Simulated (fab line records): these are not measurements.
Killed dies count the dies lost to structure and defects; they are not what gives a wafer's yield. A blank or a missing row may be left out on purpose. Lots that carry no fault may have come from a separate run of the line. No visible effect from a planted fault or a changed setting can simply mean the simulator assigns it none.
fab line records ; flow gf180mcu
record lots=24; wafers=72; last_day=34
route steps=602 shown V1@337 M2@362 V3@447
lots with no fault: from the same line, run without faults
start_h: the number of hours between the record's first day and the start of the first shown wafer of the lot ; wait_h: hours elapsed since this lot's preceding step ; " identical to the entry in the row above ; L1.1+2: one row covering several wafers at once ; - no value, or no start given ; * or withheld: withheld ; < > ~ a bound
route shown NAME@n: NAME is a module with steps in the file, n the number in the route of the first one ; usual: mean/standard deviation taken from wafers without a fault ; same: alike in all rows ; chamber/n: place in a boat ; sites: the reading at each site ; _std_site: the values' standard deviation ; _edge_site: the outer-site mean with the inner-site mean subtracted ; radius_mm: how far each site lies from the wafer's centre ; mask NAME#n: copy n ; behind: the most recent tool/chamber to have shaped the wafer ; hold: what put the lot on hold/how long, in hours/how the hold closed ; device: which transistor (n, p or np) failed to switch ; end of line: the route-end tests of the same wafers ; a step without rows: its recipe alone ; killed: count of dies lost to structure and defects at first sort (not the wafer's yield) ; map: per-die view of a wafer (x killed, . not killed, _ where there is no die)
set.NAME: the run value of the setting; set.NAME@STEP: its run value at that earlier step ; model.NAME: the simulator's own value behind a step, which no gauge read
the route's steps for a sample of lots (tables are steps, rows are wafers)
services: from which hour (start_h, from the record's first day; less than 0 if before it) a tool's chamber was out of use, for how many hours, and why
## steps
# step GF_V1_CVD_02
# recipe material=SiO2; target_thk_nm=850; precursor=TEOS; temp_c=400; time_s=94.851; rf_w=600
# usual heater_power_w=664/150
lot.wafer;tool;chamber;start_h;wait_h;heater_power_w
L074.3;pecvd-04;1;391.90;0.0;545
L074.4;pecvd-04;1;391.90;0.0;562
L074.5;pecvd-04;0;391.90;0.0;456
L075.4;pecvd-04;1;396.00;0.1;444
L075.5;pecvd-04;0;396.00;0.1;592
L075.6;pecvd-04;2;396.00;0.1;1001
L076.1;pecvd-01;0;407.05;0.1;754
L076.2;pecvd-01;1;407.05;0.1;604
L076.4;pecvd-01;1;407.05;0.1;495
L077.3;pecvd-04;0;415.22;0.0;548
L077.4;pecvd-04;2;415.22;0.0;829
L077.5;pecvd-04;0;415.22;0.0;586
L078.3;pecvd-04;2;424.02;0.0;926
L078.4;pecvd-04;0;424.02;0.0;451
L078.6;pecvd-04;1;424.02;0.0;577
L079.1;pecvd-04;0;427.98;0.1;457
L079.4;pecvd-04;1;427.98;0.1;576
L079.5;pecvd-04;2;427.98;0.1;941
L080.1;pecvd-03;2;442.82;0.1;682
L080.2;pecvd-03;1;442.82;0.1;673
L080.3;pecvd-03;0;442.82;0.1;721
L081.2;pecvd-01;1;451.83;0.0;614
L081.4;pecvd-01;2;451.83;0.0;681
L081.5;pecvd-01;1;451.83;0.0;485
L082.1;pecvd-04;2;463.04;0.1;946
L082.2;pecvd-04;0;463.04;0.1;463
L082.5;pecvd-04;0;463.04;0.1;502
L083.1;pecvd-03;2;467.50;0.1;583
L083.2;pecvd-03;0;467.50;0.1;626
L083.3;pecvd-03;1;467.50;0.1;653
L084.4;pecvd-01;0;486.96;0.1;736
L084.5;pecvd-01;1;486.96;0.1;603
L084.6;pecvd-01;0;486.96;0.1;756
L085.2;pecvd-04;0;492.34;0.0;566
L085.4;pecvd-04;0;492.34;0.0;455
L085.6;pecvd-04;1;492.34;0.0;567
L086.2;pecvd-01;0;502.62;0.0;766
L086.3;pecvd-01;1;502.62;0.0;601
L086.4;pecvd-01;1;502.62;0.0;488
L087.4;pecvd-04;2;508.72;0.1;1011
L087.5;pecvd-04;0;508.72;0.1;570
L087.6;pecvd-04;1;508.72;0.1;573
L088.1;pecvd-03;1;522.82;0.1;585
L088.4;pecvd-03;1;522.82;0.1;664
L088.6;pecvd-03;2;522.82;0.1;651
L089.3;pecvd-04;2;529.89;0.0;972
L089.4;pecvd-04;1;529.89;0.0;577
L089.5;pecvd-04;0;529.89;0.0;505
L090.4;pecvd-03;0;535.17;0.1;606
L090.5;pecvd-03;2;535.17;0.1;694
L090.6;pecvd-03;1;535.17;0.1;716
L091.4;pecvd-01;1;538.26;0.1;475
L091.5;pecvd-01;2;538.26;0.1;570
L091.6;pecvd-01;0;538.26;0.1;784
L092.2;pecvd-04;0;547.11;0.0;543
L092.5;pecvd-04;0;547.11;0.0;570
L092.6;pecvd-04;2;547.11;0.0;979
L093.1;pecvd-04;0;551.59;0.1;517
L093.3;pecvd-04;2;551.59;0.1;1015
L093.6;pecvd-04;0;551.59;0.1;550
L094.2;pecvd-03;0;559.23;0.0;755
L094.3;pecvd-03;1;559.23;0.0;670
L094.6;pecvd-03;1;559.23;0.0;688
L095.2;pecvd-01;0;568.15;0.0;720
L095.4;pecvd-01;1;568.15;0.0;482
L095.5;pecvd-01;2;568.15;0.0;567
L096.3;pecvd-01;1;573.86;0.0;545
L096.4;pecvd-01;1;573.86;0.0;573
L096.6;pecvd-01;0;573.86;0.0;764
L097.4;pecvd-04;1;584.07;0.1;538
L097.5;pecvd-04;2;584.07;0.1;920
L097.6;pecvd-04;0;584.07;0.1;457
# step GF_V1_CD_MEAS_14
# recipe target_cd_nm=260
# usual cd_nm=259.9/1.1
lot.wafer;tool;chamber;start_h;wait_h;cd_nm
L074.3;cd_sem-02;-;416.28;0.1;261.2
L074.4;cd_sem-02;-;416.28;0.1;261.6
L074.5;cd_sem-02;-;416.28;0.1;261.5
L075.4;cd_sem-02;-;420.21;0.1;260.5
L075.5;cd_sem-02;-;420.21;0.1;259.6
L075.6;cd_sem-02;-;420.21;0.1;259.9
L076.1;cd_sem-01;-;431.63;0.1;259.9
L076.2;cd_sem-01;-;431.63;0.1;259.3
L076.4;cd_sem-01;-;431.63;0.1;260.4
L077.3;cd_sem-01;-;439.42;0.1;258.7
L077.4;cd_sem-01;-;439.42;0.1;258.2
L077.5;cd_sem-01;-;439.42;0.1;258.0
L078.3;cd_sem-01;-;448.97;0.1;259.1
L078.4;cd_sem-01;-;448.97;0.1;259.3
L078.6;cd_sem-01;-;448.97;0.1;259.7
L079.1;cd_sem-02;-;452.80;0.1;258.6
L079.4;cd_sem-02;-;452.80;0.1;259.8
L079.5;cd_sem-02;-;452.80;0.1;259.2
L080.1;cd_sem-02;-;467.53;0.1;260.4
L080.2;cd_sem-02;-;467.53;0.1;261.3
L080.3;cd_sem-02;-;467.53;0.1;260.1
L081.2;cd_sem-02;-;477.01;0.1;258.8
L081.4;cd_sem-02;-;477.01;0.1;258.6
L081.5;cd_sem-02;-;477.01;0.1;258.5
L082.1;cd_sem-02;-;487.88;0.1;259.5
L082.2;cd_sem-02;-;487.88;0.1;259.8
L082.5;cd_sem-02;-;487.88;0.1;261.0
L083.1;cd_sem-02;-;491.68;0.1;260.4
L083.2;cd_sem-02;-;491.68;0.1;259.4
L083.3;cd_sem-02;-;491.68;0.1;260.7
L084.4;cd_sem-02;-;511.11;0.1;257.6
L084.5;cd_sem-02;-;511.11;0.1;258.9
L084.6;cd_sem-02;-;511.11;0.1;258.1
L085.2;cd_sem-02;-;515.82;0.1;260.2
L085.4;cd_sem-02;-;515.82;0.1;259.9
L085.6;cd_sem-02;-;515.82;0.1;259.1
L086.2;cd_sem-01;-;526.17;0.1;259.4
L086.3;cd_sem-01;-;526.17;0.1;258.7
L086.4;cd_sem-01;-;526.17;0.1;258.3
L087.4;cd_sem-02;-;532.80;0.1;259.8
L087.5;cd_sem-02;-;532.80;0.1;259.7
L087.6;cd_sem-02;-;532.80;0.1;260.6
L088.1;cd_sem-02;-;545.43;0.1;259.1
L088.4;cd_sem-02;-;545.43;0.1;258.8
L088.6;cd_sem-02;-;545.43;0.1;259.4
L089.3;cd_sem-02;-;552.13;0.1;259.4
L089.4;cd_sem-02;-;552.13;0.1;261.0
L089.5;cd_sem-02;-;552.13;0.1;260.6
L090.4;cd_sem-02;-;558.20;0.1;261.5
L090.5;cd_sem-02;-;558.20;0.1;260.5
L090.6;cd_sem-02;-;558.20;0.1;260.3
L091.4;cd_sem-02;-;561.10;0.1;258.5
L091.5;cd_sem-02;-;561.10;0.1;260.0
L091.6;cd_sem-02;-;561.10;0.1;260.2
L092.2;cd_sem-01;-;569.52;0.1;260.9
L092.5;cd_sem-01;-;569.52;0.1;258.8
L092.6;cd_sem-01;-;569.52;0.1;260.3
L093.1;cd_sem-01;-;574.25;0.1;260.2
L093.3;cd_sem-01;-;574.25;0.1;258.2
L093.6;cd_sem-01;-;574.25;0.1;259.3
L094.2;cd_sem-02;-;581.27;0.1;261.4
L094.3;cd_sem-02;-;581.27;0.1;262.9
L094.6;cd_sem-02;-;581.27;0.1;263.0
L095.2;cd_sem-02;-;589.72;0.1;260.2
L095.4;cd_sem-02;-;589.72;0.1;260.1
L095.5;cd_sem-02;-;589.72;0.1;260.2
L096.3;cd_sem-01;-;595.69;0.1;261.0
L096.4;cd_sem-01;-;595.69;0.1;262.1
L096.6;cd_sem-01;-;595.69;0.1;261.3
L097.4;cd_sem-02;-;605.50;0.1;260.6
L097.5;cd_sem-02;-;605.50;0.1;259.5
L097.6;cd_sem-02;-;605.50;0.1;259.3
# step GF_V1_THK_MEAS_25
# recipe thk_meas_gauge=xrf; reads=W_of_V1_CVD_23
# usual V1_W_THK=350/4.7
lot.wafer;tool;chamber;start_h;wait_h;V1_W_THK[nm]
L074.3;film_metro-04;-;417.41;0.1;354
L074.4;film_metro-04;-;417.41;0.1;354
L074.5;film_metro-04;-;417.41;0.1;355
L075.4;film_metro-03;-;421.33;0.1;352
L075.5;film_metro-03;-;421.33;0.1;349
L075.6;film_metro-03;-;421.33;0.1;354
L076.1;film_metro-03;-;432.91;0.1;349
L076.2;film_metro-03;-;432.91;0.1;349
L076.4;film_metro-03;-;432.91;0.1;347
L077.3;film_metro-04;-;440.64;0.1;352
L077.4;film_metro-04;-;440.64;0.1;352
L077.5;film_metro-04;-;440.64;0.1;351
L078.3;film_metro-04;-;450.13;0.1;345
L078.4;film_metro-04;-;450.13;0.1;351
L078.6;film_metro-04;-;450.13;0.1;350
L079.1;film_metro-01;-;454.02;0.1;346
L079.4;film_metro-01;-;454.02;0.1;338
L079.5;film_metro-01;-;454.02;0.1;349
L080.1;film_metro-04;-;468.72;0.1;352
L080.2;film_metro-04;-;468.72;0.1;345
L080.3;film_metro-04;-;468.72;0.1;354
L081.2;film_metro-04;-;478.16;0.1;350
L081.4;film_metro-04;-;478.16;0.1;353
L081.5;film_metro-04;-;478.16;0.1;353
L082.1;film_metro-04;-;489.03;0.1;343
L082.2;film_metro-04;-;489.03;0.1;347
L082.5;film_metro-04;-;489.03;0.1;341
L083.1;film_metro-01;-;492.87;0.1;347
L083.2;film_metro-01;-;492.87;0.1;354
L083.3;film_metro-01;-;492.87;0.1;345
L084.4;film_metro-04;-;512.23;0.1;348
L084.5;film_metro-04;-;512.23;0.1;351
L084.6;film_metro-04;-;512.23;0.1;351
L085.2;film_metro-04;-;516.96;0.1;348
L085.4;film_metro-04;-;516.96;0.1;348
L085.6;film_metro-04;-;516.96;0.1;345
L086.2;film_metro-04;-;527.31;0.1;352
L086.3;film_metro-04;-;527.31;0.1;348
L086.4;film_metro-04;-;527.31;0.1;351
L087.4;film_metro-04;-;533.92;0.1;352
L087.5;film_metro-04;-;533.92;0.1;357
L087.6;film_metro-04;-;533.92;0.1;356
L088.1;film_metro-01;-;546.58;0.1;348
L088.4;film_metro-01;-;546.58;0.1;346
L088.6;film_metro-01;-;546.58;0.1;343
L089.3;film_metro-03;-;553.61;0.1;356
L089.4;film_metro-03;-;553.61;0.1;352
L089.5;film_metro-03;-;553.61;0.1;353
L090.4;film_metro-04;-;559.33;0.1;350
L090.5;film_metro-04;-;559.33;0.1;350
L090.6;film_metro-04;-;559.33;0.1;346
L091.4;film_metro-01;-;562.22;0.1;346
L091.5;film_metro-01;-;562.22;0.1;340
L091.6;film_metro-01;-;562.22;0.1;346
L092.2;film_metro-01;-;570.73;0.1;345
L092.5;film_metro-01;-;570.73;0.1;338
L092.6;film_metro-01;-;570.73;0.1;345
L093.1;film_metro-04;-;575.47;0.1;351
L093.3;film_metro-04;-;575.47;0.1;350
L093.6;film_metro-04;-;575.47;0.1;350
L094.2;film_metro-03;-;582.44;0.1;348
L094.3;film_metro-03;-;582.44;0.1;354
L094.6;film_metro-03;-;582.44;0.1;356
L095.2;film_metro-04;-;590.86;0.1;347
L095.4;film_metro-04;-;590.86;0.1;346
L095.5;film_metro-04;-;590.86;0.1;350
L096.3;film_metro-03;-;596.82;0.1;353
L096.4;film_metro-03;-;596.82;0.1;349
L096.6;film_metro-03;-;596.82;0.1;344
L097.4;film_metro-03;-;606.62;0.1;352
L097.5;film_metro-03;-;606.62;0.1;352
L097.6;film_metro-03;-;606.62;0.1;357
# step GF_M2_SPUTTER_00
# recipe material=Ti; target_thk_nm=37.5; arriving_ion_energy_ev=80; substrate_temp_c=200; chamber_pressure_pa=2; power_w=4000; time_s=150
# usual throttle_valve_pct=29.0/0.96
lot.wafer;tool;chamber;start_h;wait_h;throttle_valve_pct
L074.3;pvd_sputter-02;-;417.75;0.2;30.1
L074.4;pvd_sputter-02;-;417.75;0.2;29.8
L074.5;pvd_sputter-02;-;417.75;0.2;29.9
L075.4;pvd_sputter-04;-;421.66;0.2;28.2
L075.5;pvd_sputter-04;-;421.66;0.2;29.0
L075.6;pvd_sputter-04;-;421.66;0.2;28.1
L076.1;pvd_sputter-04;-;433.27;0.2;28.4
L076.2;pvd_sputter-04;-;433.27;0.2;28.6
L076.4;pvd_sputter-04;-;433.27;0.2;27.8
L077.3;pvd_sputter-04;-;440.98;0.1;27.8
L077.4;pvd_sputter-04;-;440.98;0.1;28.3
L077.5;pvd_sputter-04;-;440.98;0.1;28.5
L078.3;pvd_sputter-02;-;450.47;0.1;30.0
L078.4;pvd_sputter-02;-;450.47;0.1;30.9
L078.6;pvd_sputter-02;-;450.47;0.1;30.7
L079.1;pvd_sputter-02;-;454.38;0.1;30.8
L079.4;pvd_sputter-02;-;454.38;0.1;29.9
L079.5;pvd_sputter-02;-;454.38;0.1;29.3
L080.1;pvd_sputter-04;-;469.08;0.2;29.0
L080.2;pvd_sputter-04;-;469.08;0.2;28.4
L080.3;pvd_sputter-04;-;469.08;0.2;28.2
L081.2;pvd_sputter-02;-;478.51;0.2;30.8
L081.4;pvd_sputter-02;-;478.51;0.2;30.0
L081.5;pvd_sputter-02;-;478.51;0.2;29.7
L082.1;pvd_sputter-04;-;489.39;0.2;27.7
L082.2;pvd_sputter-04;-;489.39;0.2;29.2
L082.5;pvd_sputter-04;-;489.39;0.2;28.3
L083.1;pvd_sputter-04;-;493.23;0.1;28.0
L083.2;pvd_sputter-04;-;493.23;0.1;27.9
L083.3;pvd_sputter-04;-;493.23;0.1;28.9
L084.4;pvd_sputter-03;-;512.56;0.2;29.0
L084.5;pvd_sputter-03;-;512.56;0.2;30.8
L084.6;pvd_sputter-03;-;512.56;0.2;28.9
L085.2;pvd_sputter-04;-;517.31;0.1;28.3
L085.4;pvd_sputter-04;-;517.31;0.1;29.1
L085.6;pvd_sputter-04;-;517.31;0.1;28.1
L086.2;pvd_sputter-04;-;527.66;0.2;29.1
L086.3;pvd_sputter-04;-;527.66;0.2;28.1
L086.4;pvd_sputter-04;-;527.66;0.2;28.5
L087.4;pvd_sputter-02;-;534.25;0.2;29.6
L087.5;pvd_sputter-02;-;534.25;0.2;30.1
L087.6;pvd_sputter-02;-;534.25;0.2;29.3
L088.1;pvd_sputter-03;-;546.94;0.1;29.0
L088.4;pvd_sputter-03;-;546.94;0.1;29.4
L088.6;pvd_sputter-03;-;546.94;0.1;29.4
L089.3;pvd_sputter-04;-;553.95;0.1;29.2
L089.4;pvd_sputter-04;-;553.95;0.1;27.9
L089.5;pvd_sputter-04;-;553.95;0.1;28.3
L090.4;pvd_sputter-02;-;559.88;0.1;29.8
L090.5;pvd_sputter-02;-;559.88;0.1;30.0
L090.6;pvd_sputter-02;-;559.88;0.1;29.4
L091.4;pvd_sputter-04;-;562.55;0.2;28.1
L091.5;pvd_sputter-04;-;562.55;0.2;28.0
L091.6;pvd_sputter-04;-;562.55;0.2;29.2
L092.2;pvd_sputter-02;-;571.08;0.2;29.3
L092.5;pvd_sputter-02;-;571.08;0.2;29.8
L092.6;pvd_sputter-02;-;571.08;0.2;29.4
L093.1;pvd_sputter-03;-;575.83;0.1;27.3
L093.3;pvd_sputter-03;-;575.83;0.1;29.0
L093.6;pvd_sputter-03;-;575.83;0.1;27.4
L094.2;pvd_sputter-03;-;582.79;0.2;28.8
L094.3;pvd_sputter-03;-;582.79;0.2;29.4
L094.6;pvd_sputter-03;-;582.79;0.2;30.7
L095.2;pvd_sputter-04;-;591.21;0.2;27.9
L095.4;pvd_sputter-04;-;591.21;0.2;28.2
L095.5;pvd_sputter-04;-;591.21;0.2;29.2
L096.3;pvd_sputter-04;-;597.16;0.1;29.2
L096.4;pvd_sputter-04;-;597.16;0.1;28.9
L096.6;pvd_sputter-04;-;597.16;0.1;28.2
L097.4;pvd_sputter-04;-;606.95;0.2;27.6
L097.5;pvd_sputter-04;-;606.95;0.2;29.5
L097.6;pvd_sputter-04;-;606.95;0.2;28.3
# step GF_V3_STRIP_18
# recipe chemistry=O2/N2; power_w=1400; pressure_mtorr=1500; platen_temp_c=250; o2_flow_sccm=3000; n2_flow_sccm=300; overash_fraction=0.5
# usual drypump_motor_current_A=5.7/0.71; heater_power_w=331/31; oes_product_au=0.592/0.0048
lot.wafer;tool;chamber;start_h;wait_h;drypump_motor_current_A;heater_power_w;oes_product_au;rf_hours_counter_h
L074.3;plasma_asher-03;1;518.37;-;5.2;366;0.587;-
L074.4;plasma_asher-03;0;518.37;-;5.2;334;0.588;-
L074.5;plasma_asher-03;1;518.37;-;5.2;377;0.590;-
L075.4;plasma_asher-03;0;523.95;-;5.2;328;0.592;-
L075.5;plasma_asher-03;0;523.95;-;5.2;334;0.587;-
L075.6;plasma_asher-03;1;523.95;-;5.2;375;0.589;-
L076.1;plasma_asher-04;0;533.52;-;5.8;339;0.594;73
L076.2;plasma_asher-04;1;533.52;-;6.6;350;0.590;73
L076.4;plasma_asher-04;0;533.52;-;5.8;342;0.594;-
L077.3;plasma_asher-02;0;540.07;-;4.9;314;0.592;-
L077.4;plasma_asher-02;1;540.07;-;6.8;281;0.592;-
L077.5;plasma_asher-02;0;540.07;-;4.9;311;0.595;-
L078.3;plasma_asher-04;0;549.10;-;5.8;334;0.587;-
L078.4;plasma_asher-04;1;549.10;-;6.6;356;0.587;-
L078.6;plasma_asher-04;0;549.10;-;5.8;336;0.597;-
L079.1;plasma_asher-03;0;552.22;-;5.2;334;0.598;91
L079.4;plasma_asher-03;1;552.22;-;5.2;363;0.587;-
L079.5;plasma_asher-03;0;552.22;-;5.2;337;0.589;-
L080.1;plasma_asher-04;1;568.52;-;6.6;355;0.595;78
L080.2;plasma_asher-04;0;568.52;-;5.8;330;0.592;78
L080.3;plasma_asher-04;1;568.52;-;6.6;357;0.595;-
L081.2;plasma_asher-03;0;574.89;-;5.2;333;0.587;94
L081.4;plasma_asher-03;1;574.89;-;5.2;373;0.593;-
L081.5;plasma_asher-03;1;574.89;-;5.2;370;0.589;-
L082.1;plasma_asher-02;0;585.37;-;4.9;315;0.601;49
L082.2;plasma_asher-02;1;585.37;-;6.8;283;0.589;49
L082.5;plasma_asher-02;0;585.37;-;4.9;306;0.599;-
L083.1;plasma_asher-02;1;588.14;-;6.8;279;0.598;50
L083.2;plasma_asher-02;0;588.14;-;4.9;308;0.595;50
L083.3;plasma_asher-02;0;588.14;-;4.9;307;0.592;-
L084.4;plasma_asher-04;1;605.92;-;6.6;349;0.590;-
L084.5;plasma_asher-04;0;605.92;-;5.8;335;0.593;-
L084.6;plasma_asher-04;1;605.92;-;6.6;358;0.598;-
L085.2;plasma_asher-02;0;610.89;-;4.9;315;0.593;52
L085.4;plasma_asher-02;1;610.89;-;6.8;282;0.591;-
L085.6;plasma_asher-02;0;610.89;-;4.9;303;0.587;-
L086.2;plasma_asher-02;0;619.81;-;4.9;311;0.587;53
L086.3;plasma_asher-02;1;619.81;-;6.8;277;0.590;-
L086.4;plasma_asher-02;0;619.81;-;4.9;313;0.592;-
L087.4;plasma_asher-04;0;624.05;-;5.8;331;0.602;-
L087.5;plasma_asher-04;1;624.05;-;6.6;351;0.588;-
L087.6;plasma_asher-04;0;624.05;-;5.8;335;0.591;-
L088.1;plasma_asher-04;1;636.48;-;6.6;359;0.595;85
L088.4;plasma_asher-04;1;636.48;-;6.6;356;0.593;-
L088.6;plasma_asher-04;0;636.48;-;5.7;336;0.589;-
L089.3;plasma_asher-02;1;643.95;-;6.8;289;0.585;-
L089.4;plasma_asher-02;0;643.95;-;4.9;304;0.593;-
L089.5;plasma_asher-02;0;643.95;-;4.9;315;0.588;-
L090.4;plasma_asher-04;1;647.85;-;6.6;359;0.593;-
L090.5;plasma_asher-04;0;647.85;-;5.7;339;0.588;-
L090.6;plasma_asher-04;1;647.85;-;6.6;351;0.589;-
L091.4;plasma_asher-03;0;651.18;-;5.2;339;0.598;-
L091.5;plasma_asher-03;0;651.18;-;5.2;332;0.597;-
L091.6;plasma_asher-03;1;651.18;-;5.2;372;0.593;-
L092.2;plasma_asher-03;1;658.28;-;5.2;374;0.587;103
L092.5;plasma_asher-03;0;658.28;-;5.2;337;0.594;-
L092.6;plasma_asher-03;1;658.28;-;5.2;382;0.584;-
L093.1;plasma_asher-03;1;662.92;-;5.2;373;0.594;103
L093.3;plasma_asher-03;0;662.92;-;5.2;336;0.588;-
L093.6;plasma_asher-03;0;662.92;-;5.2;326;0.594;-
L094.2;plasma_asher-02;0;668.33;-;4.9;307;0.591;58
L094.3;plasma_asher-02;0;668.33;-;4.9;310;0.581;-
L094.6;plasma_asher-02;0;668.33;-;4.9;315;0.589;-
L095.2;plasma_asher-03;0;675.98;-;5.2;332;0.590;104
L095.4;plasma_asher-03;0;675.98;-;5.2;331;0.588;-
L095.5;plasma_asher-03;0;675.98;-;5.2;328;0.594;-
L096.3;plasma_asher-03;0;681.95;-;5.2;339;0.598;-
L096.4;plasma_asher-03;1;681.95;-;5.2;372;0.585;-
L096.6;plasma_asher-03;0;681.95;-;5.2;327;0.588;-
L097.4;plasma_asher-02;1;691.47;-;6.8;286;0.589;-
L097.5;plasma_asher-02;0;691.47;-;4.9;306;0.600;-
L097.6;plasma_asher-02;1;691.47;-;6.8;278;0.601;-
# step GF_V3_SPUTTER_21
# recipe material=Ti; target_thk_nm=15; chamber_pressure_pa=5; power_w=2500; substrate_temp_c=200; time_s=80.02
# usual throttle_valve_pct=29.2/0.9
lot.wafer;tool;chamber;start_h;wait_h;throttle_valve_pct
L074.3;pvd_sputter-02;-;518.87;0.0;29.3
L074.4;pvd_sputter-02;-;518.87;0.0;29.9
L074.5;pvd_sputter-02;-;518.87;0.0;29.8
L075.4;pvd_sputter-04;-;524.45;0.0;28.7
L075.5;pvd_sputter-04;-;524.45;0.0;28.2
L075.6;pvd_sputter-04;-;524.45;0.0;28.4
L076.1;pvd_sputter-04;-;534.05;0.0;28.1
L076.2;pvd_sputter-04;-;534.05;0.0;29.0
L076.4;pvd_sputter-04;-;534.05;0.0;28.2
L077.3;pvd_sputter-04;-;540.57;0.0;28.5
L077.4;pvd_sputter-04;-;540.57;0.0;28.1
L077.5;pvd_sputter-04;-;540.57;0.0;28.1
L078.3;pvd_sputter-02;-;549.61;0.0;29.5
L078.4;pvd_sputter-02;-;549.61;0.0;29.7
L078.6;pvd_sputter-02;-;549.61;0.0;30.6
L079.1;pvd_sputter-02;-;552.78;0.0;29.9
L079.4;pvd_sputter-02;-;552.78;0.0;29.9
L079.5;pvd_sputter-02;-;552.78;0.0;29.2
L080.1;pvd_sputter-02;-;569.41;0.0;30.0
L080.2;pvd_sputter-02;-;569.41;0.0;30.6
L080.3;pvd_sputter-02;-;569.41;0.0;29.7
L081.2;pvd_sputter-04;-;575.82;0.0;28.2
L081.4;pvd_sputter-04;-;575.82;0.0;29.0
L081.5;pvd_sputter-04;-;575.82;0.0;27.9
L082.1;pvd_sputter-02;-;585.91;0.0;30.3
L082.2;pvd_sputter-02;-;585.91;0.0;30.8
L082.5;pvd_sputter-02;-;585.91;0.0;30.0
L083.1;pvd_sputter-04;-;588.67;0.0;29.1
L083.2;pvd_sputter-04;-;588.67;0.0;28.2
L083.3;pvd_sputter-04;-;588.67;0.0;28.0
L084.4;pvd_sputter-02;-;606.43;0.0;30.0
L084.5;pvd_sputter-02;-;606.43;0.0;29.9
L084.6;pvd_sputter-02;-;606.43;0.0;30.7
L085.2;pvd_sputter-04;-;611.42;0.0;27.7
L085.4;pvd_sputter-04;-;611.42;0.0;28.3
L085.6;pvd_sputter-04;-;611.42;0.0;27.9
L086.2;pvd_sputter-04;-;620.36;0.0;29.4
L086.3;pvd_sputter-04;-;620.36;0.0;28.0
L086.4;pvd_sputter-04;-;620.36;0.0;28.6
L087.4;pvd_sputter-04;-;624.56;0.0;28.0
L087.5;pvd_sputter-04;-;624.56;0.0;29.3
L087.6;pvd_sputter-04;-;624.56;0.0;28.0
L088.1;pvd_sputter-01;-;637.02;0.0;30.2
L088.4;pvd_sputter-01;-;637.02;0.0;30.1
L088.6;pvd_sputter-01;-;637.02;0.0;30.1
L089.3;pvd_sputter-02;-;644.45;0.0;30.8
L089.4;pvd_sputter-02;-;644.45;0.0;29.8
L089.5;pvd_sputter-02;-;644.45;0.0;29.5
L090.4;pvd_sputter-01;-;648.39;0.0;29.8
L090.5;pvd_sputter-01;-;648.39;0.0;29.4
L090.6;pvd_sputter-01;-;648.39;0.0;30.2
L091.4;pvd_sputter-04;-;651.80;0.0;27.9
L091.5;pvd_sputter-04;-;651.80;0.0;28.1
L091.6;pvd_sputter-04;-;651.80;0.0;28.4
L092.2;pvd_sputter-01;-;658.82;0.0;29.9
L092.5;pvd_sputter-01;-;658.82;0.0;29.6
L092.6;pvd_sputter-01;-;658.82;0.0;29.6
L093.1;pvd_sputter-04;-;663.45;0.0;29.3
L093.3;pvd_sputter-04;-;663.45;0.0;28.0
L093.6;pvd_sputter-04;-;663.45;0.0;28.5
L094.2;pvd_sputter-04;-;668.87;0.0;28.0
L094.3;pvd_sputter-04;-;668.87;0.0;29.1
L094.6;pvd_sputter-04;-;668.87;0.0;28.2
L095.2;pvd_sputter-01;-;676.53;0.0;29.9
L095.4;pvd_sputter-01;-;676.53;0.0;29.3
L095.5;pvd_sputter-01;-;676.53;0.0;29.3
L096.3;pvd_sputter-02;-;682.51;0.0;29.7
L096.4;pvd_sputter-02;-;682.51;0.0;30.9
L096.6;pvd_sputter-02;-;682.51;0.0;29.6
L097.4;pvd_sputter-04;-;691.98;0.0;28.6
L097.5;pvd_sputter-04;-;691.98;0.0;28.3
L097.6;pvd_sputter-04;-;691.98;0.0;29.0
## services
tool;chamber;start_h;hours;kind
plasma_asher-03;-;376.42;2.8;pm
plasma_asher-02;-;388.31;1.5;repair
plasma_asher-03;-;403.47;4.8;repair
plasma_asher-04;-;428.40;4.4;repair
pecvd-01;-;429.30;2.8;pm
pecvd-04;-;433.40;5.5;pm
plasma_asher-04;-;437.10;5.4;repair
pecvd-03;-;461.10;6.0;pm
pecvd-01;1;471.84;1.8;repair
plasma_asher-02;-;478.00;2.2;repair
pecvd-01;2;481.39;6.7;repair
pecvd-01;-;518.29;1.4;repair
pvd_sputter-02;-;529.13;2.0;repair
plasma_asher-02;-;541.68;3.6;repair
pecvd-01;-;585.29;0.4;repair
pecvd-01;-;591.12;14.0;pm
pvd_sputter-02;-;601.64;1.7;repair
pvd_sputter-04;-;633.18;7.0;repair
pecvd-01;-;645.80;0.9;repair
pvd_sputter-04;-;670.59;1.0;repair
pecvd-01;-;675.16;1.9;repair
plasma_asher-02;-;684.25;1.3;repair
pecvd-01;-;684.83;0.5;repair
plasma_asher-03;-;686.16;14.6;pm
## key
fault none
